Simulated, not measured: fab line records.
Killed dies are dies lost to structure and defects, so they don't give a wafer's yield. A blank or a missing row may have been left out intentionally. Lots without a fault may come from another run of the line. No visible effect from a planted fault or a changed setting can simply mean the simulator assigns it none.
The tool behind it: which one? | flow sky130 | route of 708 steps, sampled at 1 step: 12 lots, 36 wafers

WHAT EACH GAUGE READ, for each wafer
SKY_SONOS_ONO_THK_MEAS_03.
lot  | measured     | on           | SONOS_ONO_CVD_02_THK (nm)
L814 | day 11 16:43 | filmMetro-03 | 10.08 10.16 10.22
L815 | day 11 22:47 | filmMetro-03 | 10.46 10.40 10.36
L816 | day 12 07:31 | filmMetro-01 | 10.50 10.23 10.48
L818 | day 12 15:53 | filmMetro-04 | 10.52 10.32 10.34
L821 | day 13 23:42 | filmMetro-03 | 10.46 10.59 10.45
L826 | day 16 02:44 | filmMetro-01 | 10.53 10.61 10.48
L831 | day 16 17:49 | filmMetro-04 | 10.55 10.57 10.61
L832 | day 16 17:49 | filmMetro-01 | 10.57 10.61 10.62
L834 | day 17 07:55 | filmMetro-01 | 10.68 10.67 10.52
L835 | day 17 20:58 | filmMetro-03 | 10.67 10.72 10.61
L836 | day 18 01:39 | filmMetro-03 | 10.48 10.40 10.50
L837 | day 18 13:41 | filmMetro-03 | 10.73 10.81 10.86

WHAT TOOL EACH LOT RAN ON (gives the tool, then ch and the chambers of the sampled wafers, and finally the start)
The record holds no process step before these readings.

AS READ BY THE TOOLS THEMSELVES (means over the sampled wafers that have a number; for cases with no such wafer, the mark the record gives instead)
The record holds no such reading with a usual standard deviation.

THE ANSWER, worked out from the rows above alone
Rule: the usual values come from the lots themselves. The widest of any qualifying gaps counts: lots, ordered by their means at a reading, are off when they make up no more than a third of the lots, leave a main group of 4 or more, and stand apart from it by 3 or more times the standard deviation of that group's means. If all means in a main group match to the digits the tables above print for the reading, that group is not used. Also off: a lot with no number at a reading for which 4 or more lots have one. The other lots that the step has rows for count as sound. First the gauges in route order, then the tools' own readings, where a lot's mean is used as printed above. At the first step where some lot is off, the reading lying furthest off is the one used; lots without a number count as furthest.
No lot is off at any reading shown: from this, nothing can be told.

WHAT THE SIMULATOR HAD PUT IN
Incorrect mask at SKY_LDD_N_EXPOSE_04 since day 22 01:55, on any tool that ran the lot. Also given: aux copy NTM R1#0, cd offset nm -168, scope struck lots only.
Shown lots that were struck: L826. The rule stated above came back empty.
